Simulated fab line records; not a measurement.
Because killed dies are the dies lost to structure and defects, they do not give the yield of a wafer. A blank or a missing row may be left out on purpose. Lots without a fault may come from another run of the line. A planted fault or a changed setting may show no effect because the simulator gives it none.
8D (eight disciplines) problem report, filled in by code ; flow gf180mcu ; the parts of the form that need people (team, actions taken, sign-off) are left out

== 1. WHAT WENT WRONG ==
NWELL_RS at GF_VT_IMPLANT_RS_MEAS_47 reads a mean of 465.9 ohm/sq on 6 wafers of 2 lots; wafers without a fault read 488.1 ohm/sq with a standard deviation of 1.2. That puts it -19 standard deviations away from the usual mean.
The step: measures by four-point-probe.
First observed at day 10 16:59: wafer L632.1, on filmMetro-02. At this step, 33 wafers from 11 lots have a number in the record. The rule behind "out" and "out of limits": a value lying over 4 standard deviations away from the usual mean. The rest of the wafers with a number are treated as sound.

== 2. WHAT IT IS, AND WHAT IT ISN'T ==
question;is;is not
which readings at this step;NWELL_RS;-
which lots;L632, L634;L621, L623, L629, L630, L631, L641, L642, L643, L644
which wafers of those lots;all that have a number;-
read on which gauges;filmMetro-02;filmMetro-03, filmMetro-04
when;from day 10 16:59;"up to then (15 sound wafers); but 12 sound wafers of L641, L642, L643, L644 came after"

== 3. THE SUSPECTS, EACH WITH WHAT RULES IT OUT ==
Counting: a tool stays on the suspect list if, at a process step up to the reading, it processed all lots that are out and no sound lot following the first of them.
- the gauge at GF_VT_IMPLANT_RS_MEAS_47: ruled out. All the wafers that are out were read on filmMetro-02, but those of them that GF_NWELL_IMPLANT_08 has rows for are out there too, on other tools.
- implanter-03 at GF_NWELL_IMPLANT_08: kept. It ran every lot that is out, first L632 (day 5 20:41), and no sound lot after that; its last sound lot up to then is L631 (day 5 14:26). Its own doseIonsCm2, faradayCurrentUA readings are out on those wafers.
Left after counting: implanter-03 at GF_NWELL_IMPLANT_08.

== 4. THE CAUSE (what the simulator had put in) ==
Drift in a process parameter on implanter-03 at GF_NWELL_IMPLANT_08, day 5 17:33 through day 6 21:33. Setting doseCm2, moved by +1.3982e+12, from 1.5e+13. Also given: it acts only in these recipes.
The count eliminated every tool but this one.

== 5. SEQUENCE OF EFFECTS, ordered by route ==
Each row: a reading where the mean over the struck wafers with a number is more than 3 standard deviations away from the usual. Readings are gone through only where the record gives a usual standard deviation; hours: the median, over the lots, of the time from a lot's start at the first step in this table giving one to that lot's start at this step; sigmas: the change measured in usual standard deviations.
hours;step;reading;usual;on struck wafers;change;sigmas
0;GF_NWELL_IMPLANT_08;doseIonsCm2;1.5003e+13;1.6408e+13;+1.4050e+12;+88
0;GF_NWELL_IMPLANT_08;faradayCurrentUA;84.4;92.8;+8.3;+4.9
117;GF_VT_IMPLANT_RS_MEAS_47;NWELL_RS;488.1 ohm/sq;465.9;-22.2;-19
Process steps it contains:
- GF_NWELL_IMPLANT_08
Later measuring or inspecting steps at which every struck wafer that the step has a row for has a number for every such reading, and none has moved that far: GF_VT_IMPLANT_RS_MEAS_48.

== 6. WHAT WOULD HAVE CAUGHT IT SOONER ==
Counted from the fault's start at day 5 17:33, it took 119 hours until the first out-of-limits reading at a measuring or inspecting step in this record, taken at day 10 16:59.
Tool's own readings at GF_NWELL_IMPLANT_08, doseIonsCm2, faradayCurrentUA: out on all struck wafers the step has rows for; an alarm limit on them would have tripped on the first.
By day 10 16:59, every lot that is out (2) had started GF_NWELL_IMPLANT_08 on implanter-03. None of them would have been spared by holding the tool at that moment.
